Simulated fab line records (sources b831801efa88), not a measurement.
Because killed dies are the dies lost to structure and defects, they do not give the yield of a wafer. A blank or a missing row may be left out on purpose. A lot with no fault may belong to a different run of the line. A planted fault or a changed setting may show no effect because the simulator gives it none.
Which tool is to blame? | flow sky130 | 36 wafers from 12 lots sampled at 5 of the route's 708 steps

== WHAT THE GAUGES SHOWED, per wafer ==
SKY_METAL2_OVL_MEAS_16.
lot  | measured     | on         | METAL2_OVL (nm)
L211 | day 34 23:40 | overlay-02 | -10 -2 -1
L212 | day 35 05:04 | overlay-02 | -8 -8 -5
L213 | day 35 06:35 | overlay-02 | -6 -9 -3
L214 | day 35 13:34 | overlay-02 | -11 -2 2
L215 | day 36 04:14 | overlay-02 | 0 2 -2
L222 | day 38 19:02 | overlay-02 | -5 1 -3
L223 | day 40 15:16 | overlay-01 | -5 -5 -7
L225 | day 40 20:52 | overlay-02 | -13 -11 -3
L226 | day 41 00:23 | overlay-02 | -9 -10 -16
L230 | day 41 07:41 | overlay-01 | -9 -8 -12
L231 | day 41 12:52 | overlay-02 | -7 -10 -12
L234 | day 42 04:47 | overlay-01 | -4 -10 -5

SKY_VIA2_RS_MEAS_22: a four-point-probe measurement.
lot  | measured     | on            | VIA2_W_RS (ohm/sq)
L211 | day 36 05:27 | film-metro-04 | 0.274 0.263 0.265
L212 | day 36 09:28 | film-metro-03 | 0.265 0.275 0.263
L213 | day 36 10:31 | film-metro-02 | 0.271 0.274 0.273
L214 | day 36 18:02 | film-metro-02 | 0.271 0.271 0.272
L215 | day 37 08:05 | film-metro-02 | 0.263 0.274 0.266
L222 | day 39 22:37 | film-metro-04 | 0.277 0.273 0.261
L223 | day 41 17:24 | film-metro-02 | 0.276 0.265 0.265
L225 | day 41 23:39 | film-metro-02 | 0.276 0.274 0.274
L226 | day 42 02:15 | film-metro-02 | 0.270 0.271 0.267
L230 | day 42 09:32 | film-metro-03 | 0.273 0.271 0.271
L231 | day 42 14:31 | film-metro-04 | 0.273 0.276 0.272
L234 | day 43 06:06 | film-metro-04 | 0.277 0.278 0.276

SKY_CAPM_THK_MEAS_01.
lot  | measured     | on            | CAPM_CVD_00_THK (nm)
L211 | day 36 06:09 | film-metro-04 | 15.21 15.69 15.48
L212 | day 36 10:05 | film-metro-01 | 15.34 15.54 15.62
L213 | day 36 11:08 | film-metro-02 | 15.46 15.76 15.28
L214 | day 36 18:41 | film-metro-02 | 19.46 19.61 20.29
L215 | day 37 08:42 | film-metro-01 | 19.96 20.01 20.01
L222 | day 39 23:16 | film-metro-01 | 15.48 15.60 15.73
L223 | day 41 18:03 | film-metro-02 | 15.43 15.68 15.78
L225 | day 42 00:19 | film-metro-02 | 15.17 15.43 15.85
L226 | day 42 02:54 | film-metro-02 | 15.86 15.86 15.75
L230 | day 42 10:11 | film-metro-01 | 15.53 15.81 15.92
L231 | day 42 15:10 | film-metro-01 | 15.45 15.44 15.70
L234 | day 43 06:44 | film-metro-02 | 15.78 16.04 15.89

== WHICH TOOL RAN EACH LOT (tool, then ch and the chambers of the sampled wafers, then the start) ==
lot  | SKY_METAL2_SPUTTER_04        | SKY_CAPM_CVD_00
L211 | pvd-sputter-01, day 33 20:02 | pecvd-03 ch 2, day 36 06:05
L212 | pvd-sputter-01, day 34 01:00 | pecvd-01 ch 0,1, day 36 10:03
L213 | pvd-sputter-02, day 34 03:08 | pecvd-03 ch 0,1,2, day 36 11:06
L214 | pvd-sputter-03, day 34 10:38 | pecvd-03 ch 0,1, day 36 18:40
L215 | pvd-sputter-03, day 35 01:20 | pecvd-03 ch 0,1,2, day 37 08:40
L222 | pvd-sputter-02, day 37 17:05 | pecvd-01 ch 0,2, day 39 23:14
L223 | pvd-sputter-02, day 39 15:11 | pecvd-03 ch 1,2, day 41 18:02
L225 | pvd-sputter-03, day 39 20:20 | pecvd-01 ch 1,2, day 42 00:17
L226 | pvd-sputter-01, day 40 00:06 | pecvd-03 ch 0,1,2, day 42 02:52
L230 | pvd-sputter-02, day 40 07:26 | pecvd-03 ch 0,1, day 42 10:10
L231 | pvd-sputter-02, day 40 12:18 | pecvd-01 ch 0,1, day 42 15:07
L234 | pvd-sputter-01, day 41 04:41 | pecvd-03 ch 0,2, day 43 06:41
- SKY_METAL2_SPUTTER_04: material TiN, target thk 70 nm, time 58.3 s.
- SKY_CAPM_CVD_00: deposits SiO2, target thk 15.5 nm.

== AS READ BY THE TOOLS THEMSELVES (means over the sampled wafers that have a number; for cases with no such wafer, the mark the record gives instead) ==
SKY_METAL2_SPUTTER_04.
lot  | tool           | throttle-valve-pct (%)
L211 | pvd-sputter-01 | 28.9
L212 | pvd-sputter-01 | 29.2
L213 | pvd-sputter-02 | 30.2
L214 | pvd-sputter-03 | 29.3
L215 | pvd-sputter-03 | 29.9
L222 | pvd-sputter-02 | 30.5
L223 | pvd-sputter-02 | 30.0
L225 | pvd-sputter-03 | 30.0
L226 | pvd-sputter-01 | 29.4
L230 | pvd-sputter-02 | 30.3
L231 | pvd-sputter-02 | 29.7
L234 | pvd-sputter-01 | 29.3

SKY_CAPM_CVD_00.
lot  | tool     | heater-power-w (W)
L211 | pecvd-03 | 773
L212 | pecvd-01 | 646
L213 | pecvd-03 | 647
L214 | pecvd-03 | 700
L215 | pecvd-03 | 723
L222 | pecvd-01 | 687
L223 | pecvd-03 | 746
L225 | pecvd-01 | 715
L226 | pecvd-03 | 696
L230 | pecvd-03 | 697
L231 | pecvd-01 | 745
L234 | pecvd-03 | 650

== THE ANSWER, worked out from the rows above alone ==
Rule: usual is defined by the lots themselves. The widest of any qualifying gaps counts: lots, ordered by their means at a reading, are off when they make up no more than a third of the lots, leave a main group of 4 or more, and stand apart from it by 3 or more times the standard deviation of that group's means. The tables above print the reading to a certain number of digits; a main group whose means all agree to those digits is not used. A lot without any number at a reading at which 4 lots or more have one is off too. Any other lot the step has rows for is counted as sound. The gauges are gone through in route order, then the tools' own readings, and for those a lot's mean is taken as printed above. The first step at which some lot is off is used, and at that step the reading that is off furthest; a lot without a number counts as furthest.
Off: L214, L215, at SKY_CAPM_THK_MEAS_01 (CAPM_CVD_00_THK). The main group: mean 15.62 nm, standard deviation 0.15.
A tool fits if, at a process step before that reading, it ran every lot that is off, and no sound lot after the first of them. Gauges at SKY_CAPM_THK_MEAS_01: tried the same way as those tools. Of those tried, none fits.

== WHAT WAS PUT IN BY THE SIMULATOR ==
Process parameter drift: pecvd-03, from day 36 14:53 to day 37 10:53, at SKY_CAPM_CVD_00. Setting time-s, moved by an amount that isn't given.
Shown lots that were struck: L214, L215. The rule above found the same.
